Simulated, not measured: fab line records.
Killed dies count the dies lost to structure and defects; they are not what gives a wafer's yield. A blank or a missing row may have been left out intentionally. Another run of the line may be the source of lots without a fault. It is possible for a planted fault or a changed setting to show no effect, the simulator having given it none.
fab line records | flow sky130
[record] lots = 14 wafers = 42 last-day = 50
route steps=708 shown LOCAL_INTERCONNECT@401 CONTACT@410
lots untouched by any fault: they come from a run of this same line in which no faults occurred
start-h: hours from the record's opening day to when the first of the lot's shown wafers began | wait-h: time in hours since the lot's previous step | " repeats the value in the row above | L1.1+2: a row that stands for several wafers | - either no value or no given start | * or withheld: withheld | < > ~ a bound
route shown NAME@n: a module of which the file shows steps, and the number in the route of the first | usual: mean and standard deviation over wafers with no fault | same: alike in all rows | chamber/n: place in a boat | sites: the reading at each site | _std_site: their standard deviation | _edge_site: mean of outer sites minus mean of inner sites | radius-mm: for every site, how far away it sits from the centre of the wafer | mask NAME#n: copy n | behind: the tool/chamber that last shaped the wafer | hold: cause of the lot's hold/its duration in hours/its outcome | device: transistor that didn't switch, given as n, p or np | end of line: the tests these same wafers got at the end of their route | a step without rows: its recipe alone | killed: dies lost to structure and defects at the first sort, not the wafer's yield | map: the dies of a wafer, with x for killed, . for not killed, _ for no die there
set.NAME: the setting that was run; set.NAME@STEP: the one run at that earlier step | model.NAME: the simulator's own value behind a step, which no gauge read
a sample of lots followed through the steps of the route, with each step as a table and each wafer as a row
services: the hour from which a tool's chamber was out of use, counted from the record's first day as start-h (under 0 if before that day), plus the number of hours and why
[[steps]]
[step SKY_LOCAL_INTERCONNECT_METAL_ETCH_14]
[recipe] target-depth-nm = 110 stop-on = PSG chemistry = Cl2/BCl3 target = TiN resist-sidewall-deg = 88 pressure-mtorr = 10 icp-w = 900 bias-w = 48.5 Cl2_flow_sccm = 60 bcl3-flow-sccm = 30 time-s = 31.4
[usual] drypump-motor-current-A = 5.82/0.24 oes-product-au = 0.942/0.0074 throttle-valve-pct = 21.900/0.011
// columns lot.wafer tool chamber start-h wait-h drypump-motor-current-A oes-product-au rf-hours-counter-h throttle-valve-pct
L660.1 rie-metal-02 0 704.02 0.0 5.50 0.939 0 21.896
L660.4 " 1 " " 6.10 0.954 - 21.891
L660.6 " 0 " " 5.56 0.945 - 21.885
L661.2 rie-metal-02 1 711.21 0.0 6.11 0.945 14 21.894
L661.5 " 1 " " 6.10 0.944 - 21.893
L661.6 " 0 " " 5.55 0.944 - 21.895
L662.2 rie-metal-03 1 711.82 0.0 5.70 0.937 11 21.898
L662.4 " 1 " " 5.70 0.942 - 21.903
L662.5 " 1 " " 5.71 0.934 - 21.908
L663.2 rie-metal-03 0 726.16 0.0 5.71 0.953 1 21.893
L663.4 " 0 " " 5.70 0.944 - 21.906
L663.6 " 1 " " 5.71 0.956 - 21.903
L666.1 rie-metal-02 0 762.73 0.1 5.53 0.932 3 21.898
L666.5 " 0 " " 5.49 0.937 - 21.920
L666.6 " 0 " " 5.52 0.937 - 21.910
L664.1 rie-metal-04 0 766.62 0.0 5.93 0.949 13 21.892
L664.5 " 1 " " 6.34 0.935 - 21.905
L664.6 " 0 " " 5.91 0.954 - 21.894
L667.2 rie-metal-03 1 771.77 0.0 5.70 0.942 13 21.912
L667.3 " 1 " " 5.70 0.947 - 21.896
L667.5 " 1 " " 5.71 0.939 - 21.897
L668.1 rie-metal-03 1 778.06 0.0 5.72 0.938 14 21.897
L668.2 " 0 " " 5.69 0.950 3 21.906
L668.5 " 0 " " 5.70 0.939 - 21.894
L672.3 rie-metal-02 1 803.94 0.0 6.15 0.942 - 21.884
L672.4 " 0 " " 5.52 0.939 - 21.896
L672.5 " 0 " " 5.50 0.947 - 21.889
L676.2 rie-metal-03 0 829.39 0.1 5.70 0.939 5 21.902
L676.3 " 1 " " 5.71 0.939 - 21.903
L676.5 " 1 " " 5.71 0.938 - 21.897
L680.1 rie-metal-02 0 861.18 0.0 5.50 0.941 7 21.906
L680.2 " 1 " " 6.05 0.940 4 21.899
L680.6 " 1 " " 6.08 0.947 - 21.905
L679.3 rie-metal-03 0 861.23 0.0 5.71 0.939 - 21.902
L679.5 " 1 " " 5.70 0.936 - 21.911
L679.6 " 0 " " 5.70 0.936 - 21.898
L681.2 rie-metal-02 0 880.87 0.0 5.52 0.942 8 21.932
L681.4 " 0 " " 5.55 0.944 - 21.891
L681.5 " 1 " " 6.09 0.945 - 21.888
L682.1 rie-metal-03 0 882.02 0.0 5.69 0.940 7 21.901
L682.2 " 1 " " 5.70 0.931 18 21.933
L682.5 " 1 " " 5.72 0.938 - 21.914
[step SKY_LOCAL_INTERCONNECT_STRIP_15]
[recipe] chemistry = O2/N2 power-w = 1400 pressure-mtorr = 1500 platen-temp-c = withheld o2-flow-sccm = 3000 n2-flow-sccm = 300 overash-fraction = 0.5
[usual] drypump-motor-current-A = 5.8/0.5 oes-product-au = 0.428/0.0043 strip-time-to-endpoint-s = 4.745/0.022
// columns lot.wafer tool chamber start-h wait-h drypump-motor-current-A oes-product-au rf-hours-counter-h strip-time-to-endpoint-s
L660.1 plasma-asher-02 0 704.07 0.0 4.8 0.431 27 4.744
L660.4 " 0 " " 4.8 0.434 - 4.738
L660.6 " 0 " " 4.8 0.431 - 4.746
L661.2 plasma-asher-02 0 711.26 0.0 4.9 0.428 28 4.724
L661.5 " 0 " " 4.9 0.423 - 4.749
L661.6 " 1 " " 5.7 0.423 - 4.739
L662.2 plasma-asher-04 1 711.87 0.0 5.6 0.431 103 4.721
L662.4 " 1 " " 5.6 0.424 - 4.755
L662.5 " 0 " " 5.4 0.431 - 4.727
L663.2 plasma-asher-01 0 726.21 0.0 6.2 0.432 94 4.747
L663.4 " 0 " " 6.2 0.426 - 4.760
L663.6 " 1 " " 6.4 0.421 - 4.755
L666.1 plasma-asher-01 1 762.83 0.1 6.3 0.430 98 4.726
L666.5 " 0 " " 6.2 0.428 - 4.744
L666.6 " 1 " " 6.3 0.425 - 4.731
L664.1 plasma-asher-01 1 766.67 0.0 6.3 0.435 98 4.748
L664.5 " 1 " " 6.3 0.430 - 4.718
L664.6 " 0 " " 6.2 0.428 - 4.748
L667.2 plasma-asher-02 0 771.82 0.0 4.9 0.434 34 4.739
L667.3 " 0 " " 4.8 0.430 - 4.726
L667.5 " 0 " " 4.9 0.426 - 4.736
L668.1 plasma-asher-02 1 778.11 0.0 5.7 0.425 35 4.750
L668.2 " 0 " " 4.8 0.437 35 4.748
L668.5 " 0 " " 4.8 0.428 - 4.785
L672.3 plasma-asher-04 0 804.01 0.1 5.4 0.437 - 4.758
L672.4 " 1 " " 5.6 0.430 - 4.737
L672.5 " 0 " " 5.4 0.432 - 4.759
L676.2 plasma-asher-02 0 829.46 0.0 4.8 0.425 40 4.797
L676.3 " 1 " " 5.7 0.431 - 4.794
L676.5 " 0 " " 4.8 0.425 - 4.792
L680.1 plasma-asher-01 0 861.23 0.0 6.1 0.432 106 4.741
L680.2 " 1 " " 6.3 0.429 106 4.752
L680.6 " 0 " " 6.2 0.428 - 4.742
L679.3 plasma-asher-04 0 861.30 0.1 5.4 0.431 - 4.742
L679.5 " 0 " " 5.4 0.431 - 4.719
L679.6 " 1 " " 5.6 0.423 - 4.735
L681.2 plasma-asher-02 1 880.92 0.0 5.7 0.419 46 4.738
L681.4 " 0 " " 4.9 0.425 - 4.729
L681.5 " 0 " " 4.9 0.430 - 4.741
L682.1 plasma-asher-01 1 882.07 0.0 6.3 0.426 108 4.719
L682.2 " 0 " " 6.2 0.426 108 4.731
L682.5 " 0 " " 6.2 0.427 - 4.737
[step SKY_CONTACT_CMP_04]
[recipe] material = SiO2 down-force-psi = 4 platen-rpm = 60 pad-velocity-m-s = 0.94248
[usual] head-pressure-psi = 4.000/0.0088 motor-current-A = 12.1/1.4 time-to-endpoint-s = 84/4.3
// columns lot.wafer tool chamber start-h wait-h head-pressure-psi motor-current-A time-to-endpoint-s
L660.4 cmp-01 0 704.91 0.0 4.001 13.5 81
L660.1 " 3 " " 3.997 10.9 81
L660.6 " 1 " " 4.007 12.9 86
L661.2 cmp-02 2 712.22 0.1 4.006 12.5 90
L661.5 " 0 " " 4.008 12.5 86
L661.6 " 1 " " 4.010 11.7 85
L662.4 cmp-01 0 712.76 0.1 3.996 13.9 79
L662.2 " 2 " " 3.982 12.9 88
L662.5 " 3 " " 4.003 10.9 82
L663.4 cmp-01 2 727.44 0.0 3.999 12.3 84
L663.2 " 0 " " 4.012 14.4 77
L663.6 " 2 " " 4.004 12.4 78
L666.1 cmp-02 0 763.69 0.1 4.001 12.1 88
L666.5 " 0 " " 3.990 12.3 90
L666.6 " 1 " " 4.008 11.6 87
L664.1 cmp-02 3 767.64 0.1 4.002 9.0 79
L664.6 " 1 " " 3.987 10.7 90
L664.5 " 2 " " 4.003 12.2 88
L667.3 cmp-02 3 772.67 0.0 4.004 9.5 80
L667.2 " 0 " " 4.001 12.3 85
L667.5 " 3 " " 4.000 9.2 76
L668.2 cmp-02 2 779.01 0.0 3.996 13.5 86
L668.1 " 1 " " 4.003 11.7 84
L668.5 " 3 " " 3.998 9.5 78
L672.4 cmp-01 2 804.79 0.0 3.995 13.2 88
L672.3 " 0 " " 3.985 14.0 83
L672.5 " 3 " " 4.010 11.2 85
L676.2 cmp-01 2 830.35 0.1 3.994 12.3 76
L676.3 " 3 " " 3.990 12.3 78
L676.5 " 1 " " 3.998 13.7 79
L680.1 cmp-01 3 862.07 0.1 4.013 11.9 82
L680.2 " 0 " " 3.997 13.9 81
L680.6 " 0 " " 4.001 14.2 81
L679.3 cmp-02 2 862.15 0.1 3.984 13.3 89
L679.6 " 1 " " 3.996 12.0 87
L679.5 " 2 " " 3.976 12.7 92
L681.2 cmp-01 3 881.78 0.1 4.002 11.6 83
L681.4 " 0 " " 4.007 14.4 85
L681.5 " 2 " " 4.007 12.4 90
L682.2 cmp-01 2 882.88 0.0 4.012 12.7 82
L682.1 " 0 " " 4.007 14.8 75
L682.5 " 2 " " 3.991 12.6 83
[step SKY_CONTACT_CVD_24]
[recipe] material = W target-thk-nm = 340 time-s = 102.12 temp-c = 400 pressure-torr = 40
[usual] chamber-pressure-Torr = 40.02/0.092 heater-power-w = 901/88
// columns lot.wafer tool chamber start-h wait-h chamber-pressure-Torr heater-power-w
L660.1 cvd-w-01 1 734.49 0.0 40.02 868
L660.4 " 1 " " 40.13 876
L660.6 " 0 " " 39.87 805
L661.2 cvd-w-01 0 741.40 0.0 40.02 807
L661.5 " 0 " " 40.24 825
L661.6 " 1 " " 39.80 886
L662.2 cvd-w-01 0 741.87 0.0 39.89 805
L662.4 " 1 " " 40.01 882
L662.5 " 0 " " 39.98 803
L663.2 cvd-w-02 1 756.54 0.0 39.96 865
L663.4 " 1 " " 39.97 880
L663.6 " 0 " " 40.02 1034
L666.1 cvd-w-01 1 790.55 0.0 40.00 866
L666.5 " 1 " " 40.15 848
L666.6 " 0 " " 39.99 783
L664.1 cvd-w-02 1 794.62 0.0 40.09 865
L664.5 " 1 " " 40.16 894
L664.6 " 0 " " 39.90 1034
L667.2 cvd-w-01 0 799.85 0.0 39.81 810
L667.3 " 1 " " 40.12 890
L667.5 " 1 " " 40.09 868
L668.1 cvd-w-01 1 806.48 0.0 39.97 875
L668.2 " 0 " " 39.95 796
L668.5 " 0 " " 40.09 790
L672.3 cvd-w-01 1 832.41 0.1 39.94 866
L672.4 " 0 " " 40.19 800
L672.5 " 1 " " 40.02 886
L676.2 cvd-w-01 0 858.10 0.0 34.83 819
L676.3 " 1 " " 34.93 869
L676.5 " 0 " " 35.03 796
L680.1 cvd-w-02 1 889.27 0.0 40.02 883
L680.2 " 0 " " 40.00 1029
L680.6 " 1 " " 39.92 872
L679.3 cvd-w-01 1 889.63 0.1 35.07 864
L679.5 " 0 " " 35.01 808
L679.6 " 1 " " 35.02 860
L681.2 cvd-w-02 1 908.25 0.0 40.10 883
L681.4 " 0 " " 39.88 1038
L681.5 " 1 " " 39.93 856
L682.1 cvd-w-02 0 909.52 0.0 39.98 1016
L682.2 " 1 " " 39.83 883
L682.5 " 0 " " 40.15 1020
[step SKY_CONTACT_RS_MEAS_25]
[recipe] thk-meas-gauge = four-point-probe reads = W_of_CONTACT_CVD_24+TiN_of_CONTACT_SPUTTER_23
[usual] CONTACT_W_RS = 0.338/0.0049
// columns lot.wafer tool chamber start-h wait-h hold CONTACT_W_RS[ohm/sq]
L660.1 film-metro-02 - 734.60 0.1 - 0.339
L660.4 " - " " - 0.340
L660.6 " - " " - 0.340
L661.2 film-metro-03 - 741.53 0.1 - 0.340
L661.5 " - " " - 0.340
L661.6 " - " " - 0.347
L662.2 film-metro-02 - 742.00 0.1 - 0.332
L662.4 " - " " - 0.344
L662.5 " - " " - 0.333
L663.2 film-metro-01 - 756.67 0.1 - 0.339
L663.4 " - " " - 0.339
L663.6 " - " " - 0.330
L666.1 film-metro-02 - 790.66 0.1 - 0.340
L666.5 " - " " - 0.339
L666.6 " - " " - 0.333
L664.1 film-metro-01 - 794.73 0.1 - 0.344
L664.5 " - " " - 0.344
L664.6 " - " " - 0.330
L667.2 film-metro-03 - 799.98 0.1 - 0.336
L667.3 " - " " - 0.339
L667.5 " - " " - 0.336
L668.1 film-metro-02 - 806.59 0.1 - 0.337
L668.2 " - " " - 0.339
L668.5 " - " " - 0.336
L672.3 film-metro-02 - 832.52 0.1 - 0.341
L672.4 " - " " - 0.341
L672.5 " - " " - 0.337
L676.2 film-metro-03 - 858.24 0.1 await-dispo/0.2h/release 0.364
L676.3 " - " " await-dispo/0.2h/release 0.363
L676.5 " - " " await-dispo/0.2h/release 0.361
L676.2 film-metro-03 - 858.52 0.3 - 0.364
L676.3 " - " " - 0.364
L676.5 " - " " - 0.362
L680.1 film-metro-03 - 889.38 0.1 - 0.341
L680.2 " - " " - 0.332
L680.6 " - " " - 0.345
L679.3 film-metro-03 - 889.75 0.1 await-dispo/0.2h/release 0.366
L679.5 " - " " await-dispo/0.2h/release 0.365
L679.6 " - " " await-dispo/0.2h/release 0.370
L679.3 film-metro-03 - 890.05 0.3 - 0.365
L679.5 " - " " - 0.366
L679.6 " - " " - 0.370
L681.2 film-metro-02 - 908.38 0.1 - 0.339
L681.4 " - " " - 0.331
L681.5 " - " " - 0.342
L682.1 film-metro-03 - 909.63 0.1 - 0.333
L682.2 " - " " - 0.341
L682.5 " - " " - 0.334
[step SKY_CONTACT_THK_MEAS_26]
[recipe] thk-meas-gauge = xrf reads = W_of_CONTACT_CVD_24
[usual] CONTACT_W_THK = 340/5.6
// columns lot.wafer tool chamber start-h wait-h hold CONTACT_W_THK[nm]
L660.1 film-metro-02 - 734.72 0.1 - 339
L660.4 " - " " - 335
L660.6 " - " " - 334
L661.2 film-metro-03 - 741.64 0.1 - 343
L661.5 " - " " - 342
L661.6 " - " " - 336
L662.2 film-metro-02 - 742.11 0.1 - 343
L662.4 " - " " - 330
L662.5 " - " " - 342
L663.2 film-metro-01 - 756.78 0.1 - 339
L663.4 " - " " - 338
L663.6 " - " " - 348
L666.1 film-metro-02 - 790.78 0.1 - 336
L666.5 " - " " - 338
L666.6 " - " " - 343
L664.1 film-metro-01 - 794.85 0.1 - 332
L664.5 " - " " - 333
L664.6 " - " " - 348
L667.2 film-metro-03 - 800.09 0.1 - 346
L667.3 " - " " - 344
L667.5 " - " " - 347
L668.1 film-metro-02 - 806.71 0.1 - 332
L668.2 " - " " - 333
L668.5 " - " " - 339
L672.3 film-metro-02 - 832.62 0.1 - 336
L672.4 " - " " - 334
L672.5 " - " " - 338
L676.2 film-metro-03 - 862.20 3.7 await-dispo/0.2h/release 319
L676.3 " - " " await-dispo/0.2h/release 321
L676.5 " - " " await-dispo/0.2h/release 324
L676.2 film-metro-03 - 862.50 0.3 - 320
L676.3 " - " " - 322
L676.5 " - " " - 324
L680.1 film-metro-03 - 889.50 0.1 - 341
L680.2 " - " " - 351
L680.6 " - " " - 338
L679.3 film-metro-03 - 892.09 2.0 await-dispo/0.2h/release 320
L679.5 " - " " await-dispo/0.2h/release 322
L679.6 " - " " await-dispo/0.2h/release 314
L679.3 film-metro-03 - 892.32 0.2 - 318
L679.5 " - " " - 319
L679.6 " - " " - 312
L681.2 film-metro-02 - 908.49 0.1 - 335
L681.4 " - " " - 344
L681.5 " - " " - 334
L682.1 film-metro-03 - 909.75 0.1 - 350
L682.2 " - " " - 341
L682.5 " - " " - 349
[[services]]
// columns tool chamber start-h hours kind
cmp-02 - 684.47 1.3 repair
rie-metal-02 0 685.34 4.7 repair
plasma-asher-02 - 698.96 1.4 repair
cvd-w-01 - 699.00 0.5 repair
cvd-w-01 0 714.27 13.4 repair
cmp-02 - 726.45 4.4 repair
cvd-w-02 - 736.46 11.6 repair
cmp-01 - 748.80 0.8 repair
cmp-02 - 752.98 2.5 repair
cmp-02 - 755.43 4.0 pm
rie-metal-03 - 763.00 0.1 repair
cmp-02 - 768.79 0.3 repair
cmp-01 - 795.94 4.1 pm
rie-metal-03 - 804.60 2.7 pm
cmp-02 - 804.61 3.9 pm
rie-metal-02 0 807.00 17.4 repair
cmp-01 - 810.89 1.0 repair
cmp-01 - 858.53 0.3 repair
cmp-02 - 862.50 1.3 repair
cmp-01 - 884.17 4.1 pm
cmp-01 - 889.37 1.1 repair
cmp-02 - 896.35 2.2 repair
cvd-w-01 - 904.00 14.0 pm
rie-metal-03 - 909.53 0.4 repair
[[key]]
[first-sign] step = SKY_CONTACT_CVD_24 reading = chamber-pressure-Torr direction = down sigmas = 55 usual = 40.02 struck = 34.98
[effect] step = SKY_CONTACT_RS_MEAS_25 reading = visit direction = added
[effect] step = SKY_CONTACT_RS_MEAS_25 reading = CONTACT_W_RS direction = up sigmas = 5.5 usual = 0.338 struck = 0.365
[effect] step = SKY_CONTACT_THK_MEAS_26 reading = visit direction = added
met-at SKY_CONTACT_CVD_24
struck-lots L676,L679
sort-left-out L676.2,L676.3,L676.5
tester-left-out L676,L679
not-acting-at SKY_LOCAL_INTERCONNECT_METAL_ETCH_14,SKY_LOCAL_INTERCONNECT_STRIP_15,SKY_CONTACT_CMP_04
onset-between 832.41 858.10
[fault] kind = process-parameter-drift tool = cvd-w-01 chamber = - onset-h = 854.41 steps = SKY_CONTACT_CVD_24 channel = pressure-torr offset = -5.0236 shape = step end-h = 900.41 acts-in = these-recipes-only stated = 40
// tester-left-out: of these lots the tester's yield and bins aren't shown, on N5 and GAA mostly nor the transistor test; their killed dies are dies lost to structure and defects alone, not to doping, threshold or leakage, so they don't give the yield
// sort-left-out: the simulated sort isn't trusted on such a fault, so these wafers' sort isn't shown, and their yield isn't known
